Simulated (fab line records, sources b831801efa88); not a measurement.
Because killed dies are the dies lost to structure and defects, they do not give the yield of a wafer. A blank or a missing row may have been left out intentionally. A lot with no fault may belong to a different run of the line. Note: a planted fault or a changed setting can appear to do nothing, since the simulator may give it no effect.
Struck lot and sound lot, side by side | flow sfq_line | 42 out of 325 route steps
Sound: wafers L472.1, L472.5, L472.6. The struck wafers were L486.2, L486.3, L486.4. At the end, the cause is stated.
Per side, at each step with rows, come the tool, then ch with its chambers, and then its first start. Under that, the readings that differ: sound wafers | struck wafers | difference of the means | sigmas: that difference in standard deviations of wafers without a fault.
alike: readings with means less than 2 such deviations apart, plus words and numbers identical on both sides. not compared: withheld readings, readings lacking a value on some wafer, bounds such as >300 that could conceal the same value, and numbers that have no deviation in the record and whose values overlap.
A row with sigmas, a row that says differs or no value, or rows on one side alone: a step with any of these is where the two part. Numbers that have no deviation but don't overlap get no sigmas and don't part them. A reading that every wafer of one side lacks parts them only if that side has two wafers or more.

first, 1 step without rows for these wafers: SFQ_TRILAYER_I0_DEP_PECVD_027 (deposits SiO2 from SiH4/N2O, time 111.11 s, target thk 500 nm).
SFQ_TRILAYER_I0_CMP_CMP_028: polishes SiO2.
  sound on cmp-02 ch 2,3, day 7 06:14; struck on cmp-02 ch 0,1,3, day 11 19:47
  alike: edge_zone_pressure_frac, motor_current_A, platen_rpm, time_to_endpoint_s
SFQ_I0_BOW_MEAS_907:
  struck on film_metro-04, day 11 22:49; sound on film_metro-02, day 7 09:14
  alike: I0_BOW
then, 7 steps without rows for these wafers: SFQ_TRILAYER_I0_METRO_MEASURE_029; SFQ_TRILAYER_I0_VIA_LITHO_COAT_036 (resist thk 62 nm); SFQ_TRILAYER_I0_VIA_LITHO_COAT_031 (resist thk 650 nm); SFQ_TRILAYER_I0_VIA_LITHO_SOFTBAKE_035; SFQ_TRILAYER_I0_VIA_LITHO_EXPOSE_032 (exposes mask I0, target cd 500 nm); SFQ_TRILAYER_I0_VIA_LITHO_PEB_034 (peb time 60 s); SFQ_TRILAYER_I0_VIA_LITHO_DEVELOP_033 (time 60 s).
-- the record jumps here: 2 days lie between the struck wafers' starts before and after --
SFQ_I0_OVL_MEAS_908:
  struck on overlay-02, day 14 02:14; sound on overlay-01, day 9 00:37
  alike: I0_OVL
SFQ_TRILAYER_I0_VIA_BARC_OPEN_VIA_ETCH_046: etches BARC in O2, target depth 125 nm, time 41.7 s.
  sound on rie_diel-01 ch 2,3, day 9 00:39; struck on rie_diel-01 ch 0,2,3, day 14 02:16
  alike: bias_w, chamber_pressure_mTorr, drypump_motor_current_A, oes_product_au, rf_fwd_power_W
  not compared: rf_hours_counter_h
SFQ_TRILAYER_I0_VIA_ETCH_VIA_ETCH_034: etches SiO2 in CHF3, stops on Nb, target depth 260 nm.
  sound on rie_diel-01 ch 2,3, day 9 00:41; struck on rie_diel-01 ch 0,2,3, day 14 02:18
  no value came back on the struck wafers for any of 5 readings (bias_w (W), chamber_pressure_mTorr (mTorr) and others); on the sound wafers bias_w (W) reads 79.80 79.80 80.05
  reading                                                 | sound             | struck          | difference | sigmas
  model.KrF_of_TRILAYER_I0_VIA_LITHO_COAT_031.thk_nm (nm) | 531.3 531.3 529.3 | 571.2 574.3 573 | +42.2      |
then, 3 steps without rows for these wafers: SFQ_TRILAYER_I0_VIA_STRIP_STRIP_035 (strips in O2); SFQ_TRILAYER_I0_VIA_STRIP_SOLV_CLEAN_036 (cleans in NMP, time 600 s); SFQ_TRILAYER_M1_DEP_PRE_CLEAN_038 (time 22.5 s).
SFQ_TRILAYER_M1_DEP_SPUTTER_037: material Nb, target thk 200 nm, time 133.3 s.
  struck on pvd_sputter-04, day 14 03:13; sound on pvd_sputter-04, day 9 01:37
  alike: throttle_valve_pct
SFQ_M1_RS_MEAS_909: uses a four-point probe to measure.
  struck on film_metro-03, day 14 03:20; sound on film_metro-04, day 9 01:42
  alike: M1_NB_RS
then, 6 steps without rows for these wafers: SFQ_TRILAYER_M1_LITHO_COAT_044 (resist thk 62 nm); SFQ_TRILAYER_M1_LITHO_COAT_039 (resist thk 600 nm); SFQ_TRILAYER_M1_LITHO_SOFTBAKE_043; SFQ_TRILAYER_M1_LITHO_EXPOSE_040 (exposes mask M1, target cd 500 nm); SFQ_TRILAYER_M1_LITHO_PEB_042 (peb time 60 s); SFQ_TRILAYER_M1_LITHO_DEVELOP_041 (time 60 s).
-- the record jumps here: 2 days lie between the struck wafers' starts before and after --
SFQ_M1_OVL_MEAS_911:
  struck on overlay-02, day 16 10:12; sound on overlay-02, day 11 09:07
  reading     | sound  | struck  | difference | sigmas
  M1_OVL (nm) | 10 7 9 | 1 -5 -7 | -12        | -3
then, 1 step without rows for these wafers: SFQ_TRILAYER_M1_BARC_OPEN_METAL_ETCH_054 (etches BARC in O2, target depth 125 nm, time 41.7 s).
SFQ_TRILAYER_M1_ETCH_METAL_ETCH_042: etches Nb in Cl2/Ar, stops on SiO2, target depth 240 nm, time 120 s.
  sound on rie_metal-02 ch 0,1, day 11 09:13; struck on rie_metal-01 ch 0,1, day 16 10:17
  reading            | sound             | struck            | difference | sigmas
  rf_fwd_power_W (W) | 602.8 595.3 599.9 | 594.9 595.7 593.7 | -4.6       | -2
  alike: bias_w, chamber_pressure_mTorr, drypump_motor_current_A, oes_product_au
  not compared: rf_hours_counter_h
then, 3 steps without rows for these wafers: SFQ_TRILAYER_M1_STRIP_STRIP_043 (strips in O2); SFQ_TRILAYER_M1_STRIP_SOLV_CLEAN_044 (cleans in NMP, time 600 s); SFQ_TRILAYER_I1_DEP_PECVD_045 (deposits SiO2 from SiH4/N2O, time 111.11 s, target thk 500 nm).
SFQ_TRILAYER_I1_CMP_CMP_046: polishes SiO2.
  sound on cmp-02 ch 1,2,3, day 11 13:43; struck on cmp-01 ch 1,2,3, day 16 11:50
  alike: edge_zone_pressure_frac, motor_current_A, platen_rpm, time_to_endpoint_s
SFQ_I1_BOW_MEAS_912:
  struck on film_metro-02, day 16 14:51; sound on film_metro-02, day 11 15:43
  alike: I1_BOW
then, 7 steps without rows for these wafers: SFQ_TRILAYER_I1_METRO_MEASURE_047; SFQ_TRILAYER_I1_VIA_LITHO_COAT_054 (resist thk 62 nm); SFQ_TRILAYER_I1_VIA_LITHO_COAT_049 (resist thk 650 nm); SFQ_TRILAYER_I1_VIA_LITHO_SOFTBAKE_053; SFQ_TRILAYER_I1_VIA_LITHO_EXPOSE_050 (exposes mask I1, target cd 500 nm); SFQ_TRILAYER_I1_VIA_LITHO_PEB_052 (peb time 60 s); SFQ_TRILAYER_I1_VIA_LITHO_DEVELOP_051 (time 60 s).
-- the record jumps here: 4 days lie between the struck wafers' starts before and after --
SFQ_I1_OVL_MEAS_913:
  struck on overlay-02, day 21 00:13; sound on overlay-01, day 15 06:28
  alike: I1_OVL
then, 1 step without rows for these wafers: SFQ_TRILAYER_I1_VIA_BARC_OPEN_VIA_ETCH_071 (etches BARC in O2, target depth 125 nm, time 41.7 s).
SFQ_M8_BOW_MEAS_951:
  rows exist in the record for the sound wafers here (film_metro-04, day 83 01:30), none for the struck ones

== WHERE THEY PART ==
First at SFQ_TRILAYER_I0_VIA_ETCH_VIA_ETCH_034; last, within this record, at SFQ_M8_BOW_MEAS_951.

WHY: the cause the simulator had injected
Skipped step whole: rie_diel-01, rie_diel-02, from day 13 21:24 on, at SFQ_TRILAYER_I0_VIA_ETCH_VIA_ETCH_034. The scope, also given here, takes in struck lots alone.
